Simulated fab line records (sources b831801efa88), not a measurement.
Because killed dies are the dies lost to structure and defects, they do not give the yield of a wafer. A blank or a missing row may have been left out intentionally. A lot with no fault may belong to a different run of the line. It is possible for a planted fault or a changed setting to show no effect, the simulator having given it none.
Problem report in the 8D (eight disciplines) form, filled by code | flow sfq line | the parts of the form that need people (team, actions taken, sign-off) are left out

== 1. PROBLEM STATEMENT ==
Wafers without a fault read 199.9 nm, standard deviation 1.1; thk nm at SFQ_TRILAYER_I6_METRO_MEASURE_167 reads a mean of 179.4 nm on 3 wafers belonging to 2 lots. Relative to the usual mean, that is a shift of -19 standard deviations.
First observed at day 82 03:22: wafer L812.1, on film metro-03. At this step, 40 wafers from 14 lots have a number in the record. Rule for "out" (also "out of limits"): further than 4 standard deviations from the usual mean. Any other wafer with a number is counted as sound.

== 2. WHAT THIS IS AND IS NOT ==
question                    | is                     | is not
which readings at this step | thk nm                 | -
which lots                  | L812, L815             | L799, L801, L802, L803, L805, L807, L808, L809, L814, L817, L820, L821
which wafers of those lots  | L812.1, L815.1, L815.2 | L812.3, L812.4, L815.6
read on which tools         | film metro-03          | film metro-01, film metro-02
when                        | from day 82 03:22      | up to then (26 sound wafers); but 11 sound wafers of L814, L815, L817, L820, L821 came after

== 3. WHAT RULES OUT EACH SUSPECT ==
Counting: any tool at a process step up to the reading remains a suspect provided it ran every lot that is out. Sound lots after the first of them don't rule it out here, since some wafers of a struck lot are sound.
- pecvd-04 at SFQ_TRILAYER_I6_DEP_PECVD_165 (deposits SiO2 from SiH4/N2O, time 111.11 s, target thk 500 nm): kept. Ran every lot that is out, first one L812 (day 81 17:29); last sound lot up to then L808 (day 81 06:41).
- cmp-02 at SFQ_TRILAYER_I6_CMP_CMP_166 (polishes SiO2): kept. Ran every lot that is out, first one L812 (day 81 17:34); last sound lot up to then L809 (day 81 07:58).
- film metro-03 at SFQ_TRILAYER_I6_METRO_MEASURE_167: kept. Ran every lot that is out, first one L812 (day 82 03:22); last sound lot up to then L801 (day 70 20:30). Its own thk nm readings are out on those wafers.
pecvd-04 at SFQ_TRILAYER_I6_DEP_PECVD_165, cmp-02 at SFQ_TRILAYER_I6_CMP_CMP_166 and film metro-03 at SFQ_TRILAYER_I6_METRO_MEASURE_167 are what is left after counting.

== 4. THE CAUSE (what the simulator had put in) ==
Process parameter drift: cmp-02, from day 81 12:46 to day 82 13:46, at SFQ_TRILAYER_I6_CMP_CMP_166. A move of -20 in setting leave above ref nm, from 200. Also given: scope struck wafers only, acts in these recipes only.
Of the 3 suspects that counting leaves, this tool is one.

== 5. THE EFFECT CHAIN, in route order ==
Each row: a reading where the mean over the struck wafers with a number is more than 3 standard deviations away from the usual. Only readings whose record carries a usual standard deviation are examined. hours: median over the lots of the time between each lot's start at the first step of this table that gives one and its start at this step. sigmas: the change, counted in usual standard deviations.
hours | step                                  | reading        | usual      | on struck wafers | change | sigmas
0     | SFQ_TRILAYER_I6_METRO_MEASURE_167     | thk nm         | 199.9 nm   | 179.4            | -20.5  | -19
22    | SFQ_TRILAYER_I6_VIA_ETCH_VIA_ETCH_172 | oes product au | 0.854 a.u. | 0.804            | -0.050 | -8.9
Here are the process steps it includes:
- SFQ_TRILAYER_I6_METRO_MEASURE_167
- SFQ_TRILAYER_I6_VIA_ETCH_VIA_ETCH_172: etches SiO2 in CHF3, stops on Nb, target depth 260 nm.
Later steps that measure or inspect, where all struck wafers having a row at the step show a number for every such reading and not one has moved that far: SFQ_M7_OVL_MEAS_945.

== 6. WHAT WOULD HAVE CAUGHT IT SOONER ==
In this record the first reading out of limits was taken at day 82 03:22, 15 hours after the fault began at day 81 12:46.
No tool reading at SFQ_TRILAYER_I6_CMP_CMP_166 that has a usual standard deviation in the record was out on any struck wafer, so an alarm limit of 4 standard deviations on those readings would not have fired.
Lots out: 2; of these, L815 started SFQ_TRILAYER_I6_CMP_CMP_166 on cmp-02 after day 82 03:22. It would have been spared by a hold on the tool at that moment.
